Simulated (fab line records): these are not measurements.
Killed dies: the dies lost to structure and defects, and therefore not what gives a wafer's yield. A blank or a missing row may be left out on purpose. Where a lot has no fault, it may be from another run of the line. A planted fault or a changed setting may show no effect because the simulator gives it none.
fab line records	flow sky130
[record] lots = 10	wafers = 30	last_day = 50
route steps=708 shown SONOS_ONO@181 POLY_GATE@217 POLY_CUT@318
lots untouched by any fault: they come from a run of this same line in which no faults occurred
start_h: hours from the record's opening day to when the first of the lot's shown wafers began	wait_h: time in hours since the lot's previous step	" identical to the entry in the row above	L1.1+2: several wafers, shown together as one row	- value missing, or start not given	* or withheld: withheld	< > ~ a bound
route shown NAME@n: NAME is a module with steps in the file, n the number in the route of the first one	usual: the fault-free wafers' mean and standard deviation	same: alike in all rows	chamber/n: place in a boat	sites: each site's reading	_std_site: the values' standard deviation	_edge_site: mean of outer sites minus mean of inner sites	radius_mm: for every site, how far away it sits from the centre of the wafer	mask NAME#n: copy n	behind: the last tool/chamber to shape the wafer	hold: the reason the lot was held/the length of the hold in hours/how it ended	device: transistor that didn't switch, given as n, p or np	end of line: tests run on the same wafers once the route is complete	for a step that has no rows: nothing shown but its recipe	killed: the dies lost at the first sort to structure and to defects; this is not the yield of the wafer	map: a wafer's dies, x killed, . not, _ none there
set.NAME: setting as actually run; set.NAME@STEP: the setting as run at that earlier step	model.NAME: the simulator's own value behind a step, which no gauge read
route steps across a sampled set of lots; one table per step, one row per wafer
services: when a tool's chamber went out of use (start_h, in hours from the record's first day, below 0 if earlier), for how many hours, and the reason
[[steps]]
[step SKY_SONOS_ONO_CD_MEAS_13]
[recipe] target_cd_nm = 410
[usual] cd_nm = 409.8/2.1
lot.wafer	tool	chamber	start_h	wait_h	cd_nm
L783.1	cd_sem-01	-	281.98	0.1	410.7
L783.2	"	-	"	"	409.6
L783.6	"	-	"	"	413.8
L786.3	cd_sem-01	-	317.38	0.1	409.4
L786.5	"	-	"	"	409.9
L786.6	"	-	"	"	409.5
L785.4	cd_sem-01	-	320.44	0.1	405.9
L785.5	"	-	"	"	407.1
L785.6	"	-	"	"	409.2
L790.2	cd_sem-02	-	351.90	0.1	409.5
L790.4	"	-	"	"	410.7
L790.6	"	-	"	"	412.1
L791.1	cd_sem-02	-	363.53	0.1	407.3
L791.2	"	-	"	"	408.3
L791.5	"	-	"	"	408.5
L792.3	cd_sem-01	-	367.32	0.1	409.7
L792.4	"	-	"	"	405.5
L792.6	"	-	"	"	407.1
L799.2	cd_sem-02	-	432.85	0.1	413.3
L799.4	"	-	"	"	412.3
L799.5	"	-	"	"	411.2
L800.2	cd_sem-02	-	441.56	0.1	407.5
L800.3	"	-	"	"	406.6
L800.5	"	-	"	"	409.0
L802.3	cd_sem-02	-	453.58	0.1	408.9
L802.4	"	-	"	"	413.7
L802.6	"	-	"	"	411.1
L805.1	cd_sem-01	-	474.89	0.1	413.8
L805.2	"	-	"	"	411.1
L805.3	"	-	"	"	409.8
[step SKY_SONOS_ONO_STRIP_17]
[recipe] chemistry = O2/N2	power_w = 1400	pressure_mtorr = 1500	platen_temp_c = withheld	o2_flow_sccm = 3000	n2_flow_sccm = 300	overash_fraction = 0.5
[usual] drypump_motor_current_A = 5.6/0.49	oes_product_au = 0.710/0.0051	strip_time_to_endpoint_s = 14.09/0.04
[same] overash_fraction = 0.5
lot.wafer	tool	chamber	start_h	wait_h	drypump_motor_current_A	oes_product_au	rf_hours_counter_h	strip_time_to_endpoint_s
L783.1	plasma_asher-04	1	282.25	0.0	4.9	0.705	57	14.06
L783.2	"	0	"	"	5.6	0.702	57	14.09
L783.6	"	1	"	"	4.9	0.712	-	14.08
L786.3	plasma_asher-03	0	317.63	0.0	6.2	0.710	-	14.09
L786.5	"	0	"	"	6.2	0.705	-	14.10
L786.6	"	1	"	"	6.2	0.716	-	14.12
L785.4	plasma_asher-01	0	320.68	0.0	5.7	0.709	-	14.06
L785.5	"	0	"	"	5.7	0.699	-	14.05
L785.6	"	1	"	"	5.3	0.712	-	14.08
L790.2	plasma_asher-03	1	352.14	0.0	6.3	0.711	23	14.05
L790.4	"	0	"	"	6.2	0.708	-	14.10
L790.6	"	0	"	"	6.2	0.708	-	14.07
L791.1	plasma_asher-04	1	363.79	0.0	4.9	0.714	63	14.10
L791.2	"	0	"	"	5.6	0.707	63	14.10
L791.5	"	0	"	"	5.6	0.709	-	14.07
L792.3	plasma_asher-04	0	367.58	0.0	5.6	0.716	-	14.12
L792.4	"	1	"	"	4.9	0.708	-	14.04
L792.6	"	0	"	"	5.6	0.707	-	14.08
L799.2	plasma_asher-03	1	433.10	0.0	6.2	0.715	32	14.04
L799.4	"	1	"	"	6.3	0.712	-	14.05
L799.5	"	0	"	"	6.2	0.708	-	14.08
L800.2	plasma_asher-03	1	441.81	0.0	6.3	0.705	32	14.10
L800.3	"	1	"	"	6.3	0.704	-	14.10
L800.5	"	1	"	"	6.2	0.711	-	14.08
L802.3	plasma_asher-01	1	453.85	0.0	5.3	0.707	-	14.07
L802.4	"	0	"	"	5.7	0.708	-	14.06
L802.6	"	1	"	"	5.3	0.704	-	14.02
L805.1	plasma_asher-04	0	475.24	0.0	5.6	0.713	4	14.13
L805.2	"	1	"	"	4.9	0.714	4	14.12
L805.3	"	1	"	"	4.9	0.717	-	14.09
[step SKY_POLY_GATE_CVD_03]
[recipe] material = Si3N4	precursor = DCS/NH3	target_thk_nm = 75	temp_c = 770	time_s = 1290	pressure_mtorr = 250
[usual] susceptor_temp_C = 770.0/0.35
lot.wafer	tool	chamber	start_h	wait_h	susceptor_temp_C
L783.1	lpcvd-02	1	343.58	0.8	770.0
L783.2	"	1	"	"	769.4
L783.6	"	1	"	"	770.1
L786.3	lpcvd-02	0	381.68	0.7	770.1
L786.5	"	0	"	"	769.7
L786.6	"	0	"	"	769.4
L785.4	lpcvd-02	1	384.11	0.0	770.2
L785.5	"	1	"	"	771.0
L785.6	"	1	"	"	769.9
L790.2	lpcvd-02	1	417.55	0.0	770.5
L790.4	"	1	"	"	770.3
L790.6	"	1	"	"	769.8
L791.1	lpcvd-02	1	431.95	0.7	770.0
L791.2	"	1	"	"	769.8
L791.5	"	1	"	"	769.5
L792.3	lpcvd-02	0	436.21	0.0	769.8
L792.4	"	0	"	"	769.9
L792.6	"	0	"	"	769.9
L799.2	lpcvd-02	0	500.89	0.8	770.2
L799.4	"	0	"	"	770.2
L799.5	"	0	"	"	770.2
L800.2	lpcvd-02	1	507.90	0.0	769.7
L800.3	"	1	"	"	769.8
L800.5	"	1	"	"	769.8
L802.3	lpcvd-02	1	519.59	0.8	770.0
L802.4	"	1	"	"	770.3
L802.6	"	1	"	"	770.4
L805.1	lpcvd-02	0	542.46	0.0	769.2
L805.2	"	0	"	"	770.1
L805.3	"	0	"	"	769.5
[step SKY_POLY_GATE_THK_MEAS_04]
[recipe] reads = Si3N4_of_POLY_GATE_CVD_03
[usual] POLY_GATE_CVD_03_THK = 75.5/0.71
lot.wafer	tool	chamber	start_h	wait_h	POLY_GATE_CVD_03_THK[nm]
L783.1	film_metro-01	-	344.94	0.0	75.8
L783.2	"	-	"	"	75.8
L783.6	"	-	"	"	76.1
L786.3	film_metro-02	-	383.06	0.0	75.2
L786.5	"	-	"	"	75.6
L786.6	"	-	"	"	75.6
L785.4	film_metro-01	-	385.50	0.0	74.2
L785.5	"	-	"	"	74.5
L785.6	"	-	"	"	74.4
L790.2	film_metro-02	-	418.92	0.0	49.2
L790.4	"	-	"	"	48.7
L790.6	"	-	"	"	48.7
L791.1	film_metro-02	-	433.30	0.0	48.8
L791.2	"	-	"	"	48.2
L791.5	"	-	"	"	48.7
L792.3	film_metro-02	-	438.26	0.0	48.7
L792.4	"	-	"	"	47.9
L792.6	"	-	"	"	48.5
L799.2	film_metro-04	-	502.25	0.0	75.4
L799.4	"	-	"	"	75.5
L799.5	"	-	"	"	74.9
L800.2	film_metro-01	-	509.27	0.0	76.3
L800.3	"	-	"	"	75.0
L800.5	"	-	"	"	75.3
L802.3	film_metro-04	-	520.96	0.0	75.4
L802.4	"	-	"	"	75.8
L802.6	"	-	"	"	76.0
L805.1	film_metro-02	-	543.81	0.0	76.7
L805.2	"	-	"	"	77.0
L805.3	"	-	"	"	76.6
[step SKY_POLY_GATE_ETCH_15]
[recipe] chemistry = N2/H2	target = BARC	ion_energy_ev = 200	source_w = 500	bias_w = 100	pressure_mtorr = 30	n2_flow_sccm = 100	h2_flow_sccm = 200	stop_on = SiO2	time_s = 118.5	target_depth_a = 1100
[usual] drypump_motor_current_A = 5.7/0.44	oes_product_au = 0.717/0.0045	throttle_valve_pct = 13.211/0.0091
[same] time_s = 118.5
lot.wafer	tool	chamber	start_h	wait_h	drypump_motor_current_A	oes_product_au	rf_hours_counter_h	throttle_valve_pct
L783.1	rie_diel-02	1	374.35	0.0	5.3	0.719	11	13.199
L783.2	"	0	"	"	6.2	0.711	1	13.215
L783.6	"	1	"	"	5.3	0.719	-	13.209
L786.3	rie_diel-03	0	411.20	0.0	5.4	0.718	2	13.193
L786.5	"	3	"	"	6.4	0.717	-	13.214
L786.6	"	0	"	"	5.4	0.718	-	13.215
L785.4	rie_diel-01	2	414.62	0.0	5.5	0.710	8	13.214
L785.5	"	2	"	"	5.5	0.706	-	13.196
L785.6	"	1	"	"	5.0	0.712	-	13.217
L790.2	rie_diel-01	0	449.59	0.0	5.6	0.716	49	13.201
L790.4	"	2	"	"	5.5	0.718	9	13.209
L790.6	"	3	"	"	6.1	0.719	-	13.200
L791.1	rie_diel-02	3	464.25	0.0	6.4	0.713	3	13.194
L791.2	"	0	"	"	6.2	0.715	2	13.211
L791.5	"	0	"	"	6.2	0.714	-	13.200
L792.3	rie_diel-01	0	468.99	0.0	5.6	0.719	50	13.212
L792.4	"	1	"	"	5.0	0.719	8	13.201
L792.6	"	3	"	"	6.1	0.720	-	13.207
L799.2	rie_diel-03	3	532.55	0.0	6.4	0.717	10	13.205
L799.4	"	0	"	"	5.4	0.721	4	13.218
L799.5	"	3	"	"	6.4	0.721	-	13.212
L800.2	rie_diel-03	3	539.39	0.0	6.4	0.718	10	13.229
L800.3	"	2	"	"	5.7	0.719	49	13.213
L800.5	"	0	"	"	5.4	0.722	-	13.223
L802.3	rie_diel-01	2	551.40	0.0	5.5	0.718	10	13.198
L802.4	"	1	"	"	5.0	0.705	9	13.216
L802.6	"	1	"	"	5.0	0.721	-	13.197
L805.1	rie_diel-03	2	574.20	0.0	5.7	0.708	49	13.220
L805.2	"	3	"	"	6.4	0.720	11	13.199
L805.3	"	1	"	"	5.4	0.715	55	13.226
[step SKY_POLY_GATE_ETCH_16]
[recipe] stop_on = poly-Si	chemistry = CH3F/O2	target = Si3N4	source_w = 400	bias_w = 80	pressure_mtorr = 25	ch3f_flow_sccm = 40	O2_flow_sccm = 30	time_s = 147.5	target_depth_a = 750
[usual] drypump_motor_current_A = 5.7/0.44	oes_product_au = 0.642/0.0049	throttle_valve_pct = 10.535/0.0086
[same] time_s = 147.5
lot.wafer	tool	chamber	start_h	wait_h	drypump_motor_current_A	oes_product_au	rf_hours_counter_h	throttle_valve_pct
L783.1	rie_diel-02	1	374.43	0.0	5.2	0.639	11	10.551
L783.2	"	0	"	"	6.1	0.640	1	10.539
L783.6	"	1	"	"	5.3	0.640	-	10.532
L786.3	rie_diel-03	0	411.28	0.0	5.4	0.643	2	10.528
L786.5	"	3	"	"	6.4	0.644	-	10.548
L786.6	"	0	"	"	5.4	0.646	-	10.534
L785.4	rie_diel-01	2	414.70	0.0	5.5	0.639	8	10.526
L785.5	"	2	"	"	5.5	0.635	-	10.537
L785.6	"	1	"	"	5.0	0.638	-	10.531
L790.2	rie_diel-01	0	449.67	0.0	5.6	0.553	49	10.526
L790.4	"	2	"	"	5.5	0.559	9	10.526
L790.6	"	3	"	"	6.1	0.545	-	10.514
L791.1	rie_diel-02	3	464.33	0.0	6.4	0.547	3	10.531
L791.2	"	0	"	"	6.1	0.548	2	10.529
L791.5	"	0	"	"	6.2	0.556	-	10.521
L792.3	rie_diel-01	0	469.07	0.0	5.6	0.546	50	10.516
L792.4	"	1	"	"	5.0	0.546	8	10.525
L792.6	"	3	"	"	6.1	0.551	-	10.525
L799.2	rie_diel-03	3	532.63	0.0	6.4	0.645	10	10.546
L799.4	"	0	"	"	5.4	0.644	4	10.525
L799.5	"	3	"	"	6.4	0.639	-	10.528
L800.2	rie_diel-03	3	539.47	0.0	6.4	0.642	10	10.535
L800.3	"	2	"	"	5.7	0.642	49	10.535
L800.5	"	0	"	"	5.4	0.650	-	10.544
L802.3	rie_diel-01	2	551.49	0.0	5.5	0.639	10	10.541
L802.4	"	1	"	"	5.0	0.644	9	10.547
L802.6	"	1	"	"	5.0	0.643	-	10.519
L805.1	rie_diel-03	2	574.28	0.0	5.7	0.644	49	10.544
L805.2	"	3	"	"	6.4	0.642	11	10.545
L805.3	"	1	"	"	5.3	0.642	55	10.528
[step SKY_POLY_CUT_ETCH_11]
[recipe] target = Si3N4	chemistry = CF4/CH2F2/Ar	stop_on = poly-Si	source_w = 600	bias_w = 150	pressure_mtorr = 40	cf4_flow_sccm = 40	ch2f2_flow_sccm = 20	Ar_flow_sccm = 150	time_s = 42.5	target_depth_a = 600
[usual] drypump_motor_current_A = 5.7/0.43	oes_product_au = 0.831/0.0069	throttle_valve_pct = 14.994/0.0092
[same] time_s = 42.5
lot.wafer	tool	chamber	start_h	wait_h	drypump_motor_current_A	oes_product_au	rf_hours_counter_h	throttle_valve_pct
L783.1	rie_diel-02	0	563.74	0.0	6.2	0.831	4	14.980
L783.2	"	2	"	"	5.8	0.833	12	14.985
L783.6	"	1	"	"	5.3	0.833	-	14.986
L786.3	rie_diel-04	2	597.99	0.0	5.7	0.830	8	14.988
L786.5	"	1	"	"	5.1	0.829	-	14.981
L786.6	"	0	"	"	5.5	0.838	-	14.988
L785.4	rie_diel-02	0	602.08	0.0	6.2	0.817	5	14.982
L785.5	"	3	"	"	6.4	0.830	-	14.997
L785.6	"	2	"	"	5.8	0.824	-	15.003
L790.2	rie_diel-02	0	635.29	0.0	6.2	0.675	5	14.976
L790.4	"	3	"	"	6.4	0.667	7	14.984
L790.6	"	0	"	"	6.1	0.671	-	14.984
L791.1	rie_diel-02	0	646.84	0.0	6.2	0.671	6	14.980
L791.2	"	2	"	"	5.8	0.664	14	14.959
L791.5	"	2	"	"	5.8	0.665	-	14.983
L792.3	rie_diel-01	0	653.24	0.0	5.6	0.665	53	14.984
L792.4	"	3	"	"	6.1	0.665	27	14.985
L792.6	"	2	"	"	5.5	0.672	-	14.976
L799.2	rie_diel-04	0	712.33	0.0	5.5	0.831	9	15.011
L799.4	"	3	"	"	5.5	0.821	1	14.986
L799.5	"	1	"	"	5.1	0.828	-	15.004
L800.2	rie_diel-01	1	717.88	0.0	5.0	0.835	13	14.986
L800.3	"	3	"	"	6.1	0.817	29	14.990
L800.5	"	1	"	"	5.0	0.833	-	14.992
L802.3	rie_diel-02	0	730.63	0.0	6.2	0.835	8	14.987
L802.4	"	1	"	"	5.3	0.835	18	14.999
L802.6	"	2	"	"	5.8	0.840	-	14.982
L805.1	rie_diel-02	3	750.44	0.0	6.4	0.846	10	14.987
L805.2	"	1	"	"	5.3	0.840	19	14.994
L805.3	"	2	"	"	5.8	0.836	16	14.985
[[services]]
tool	chamber	start_h	hours	kind
rie_diel-03	0	261.15	6.7	repair
rie_diel-01	-	304.96	0.4	repair
rie_diel-03	2	306.13	12.7	repair
rie_diel-02	0	324.83	3.8	repair
rie_diel-03	0	345.69	2.2	repair
lpcvd-02	-	349.08	6.0	pm
rie_diel-01	2	358.37	5.8	repair
rie_diel-03	3	381.13	1.5	repair
rie_diel-02	3	396.06	10.1	repair
lpcvd-02	-	447.42	14.6	pm
rie_diel-03	-	452.56	10.0	pm
rie_diel-02	-	473.84	1.8	repair
rie_diel-03	1	496.21	10.2	repair
rie_diel-01	-	496.45	14.6	pm
rie_diel-01	0	525.63	15.6	repair
rie_diel-02	0	557.63	2.8	repair
rie_diel-02	1	586.15	8.7	repair
rie_diel-02	-	620.03	1.2	repair
rie_diel-01	-	659.44	2.8	pm
rie_diel-03	1	660.98	5.6	repair
rie_diel-03	1	708.98	3.2	repair
rie_diel-01	0	713.89	8.3	repair
rie_diel-03	-	718.48	0.3	repair
rie_diel-02	-	725.96	0.5	repair
[[key]]
[first_sign] step = SKY_POLY_GATE_THK_MEAS_04	reading = POLY_GATE_CVD_03_THK	direction = down	sigmas = 38	usual = 75.5	struck = 48.6
[effect] step = SKY_POLY_GATE_ETCH_16	reading = oes_product_au	direction = down	sigmas = 19	usual = 0.642	struck = 0.550
[effect] step = SKY_POLY_CUT_ETCH_11	reading = oes_product_au	direction = down	sigmas = 24	usual = 0.831	struck = 0.668
met_at SKY_POLY_GATE_CVD_03
struck_lots L790,L791,L792
tester_left_out L790,L791,L792
not_acting_at SKY_SONOS_ONO_CD_MEAS_13,SKY_SONOS_ONO_STRIP_17,SKY_POLY_GATE_ETCH_15
onset_between 384.11 417.55
[fault] kind = process_parameter_drift	tool = lpcvd-02	chamber = -	onset_h = 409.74	steps = SKY_POLY_GATE_CVD_03	channel = target_thk_nm	offset = -26.339	shape = step	end_h = 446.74	acts_in = these_recipes_only	stated = 75
// tester_left_out: of these lots the tester's yield and bins aren't shown, on N5 and GAA mostly nor the transistor test; their killed dies are dies lost to structure and defects alone, not to doping, threshold or leakage, so they don't give the yield
